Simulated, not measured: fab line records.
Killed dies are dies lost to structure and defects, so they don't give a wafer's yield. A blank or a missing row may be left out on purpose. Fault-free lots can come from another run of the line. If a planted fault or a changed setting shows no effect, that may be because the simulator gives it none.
Which tool was responsible? + flow sky130 + 18 wafers from 6 lots sampled at 2 of the route's 708 steps

WHAT EACH GAUGE READ, for each wafer
SKY_VIA4_OVL_MEAS_11.
| lot  | measured     | on         | VIA4_OVL (nm)  |
|------|--------------|------------|----------------|
| L234 | day 45 06:29 | overlay-01 | 1.1 1.1 0.8    |
| L236 | day 45 22:41 | overlay-02 | 0.7 0.4 -1.0   |
| L239 | day 46 12:44 | overlay-01 | -0.9 0.8 0.1   |
| L244 | day 47 22:08 | overlay-02 | 0.5 -2.4 0.6   |
| L246 | day 48 02:38 | overlay-01 | 0.1 -0.2 -1.5  |
| L248 | day 48 15:59 | overlay-02 | -3.1 -1.7 -0.7 |

TOOL THAT RAN EACH LOT (tool first, then ch and the chambers of the sampled wafers, then the start)
| lot  | SKY_VIA4_CMP_02               |
|------|-------------------------------|
| L234 | cmp-01 ch 0,1, day 44 08:59   |
| L236 | cmp-02 ch 0,1,2, day 45 01:17 |
| L239 | cmp-02 ch 0,2,3, day 45 16:13 |
| L244 | cmp-01 ch 0,1,3, day 47 01:41 |
| L246 | cmp-01 ch 0,2,3, day 47 06:48 |
| L248 | cmp-01 ch 0,1,2, day 47 20:55 |
- SKY_VIA4_CMP_02: polishes SiO2.

THE ANSWER, worked out from the rows above alone
Rule: the lots themselves supply what counts as usual. Put in order of their means at a reading, lots are off if they are a third of the lots or fewer, leave a main group of 4 or more, and stand apart from it by a gap of 3 or more times the standard deviation of the main group's means; of several such gaps the widest counts. Not used: any main group whose means are identical at the precision the tables above print for the reading. Also off: a lot with no number at a reading for which 4 or more lots have one. All remaining lots with rows at the step are treated as sound.
No lot is off at any reading shown: from this, nothing can be told.

WHAT THE SIMULATOR HAD PUT IN
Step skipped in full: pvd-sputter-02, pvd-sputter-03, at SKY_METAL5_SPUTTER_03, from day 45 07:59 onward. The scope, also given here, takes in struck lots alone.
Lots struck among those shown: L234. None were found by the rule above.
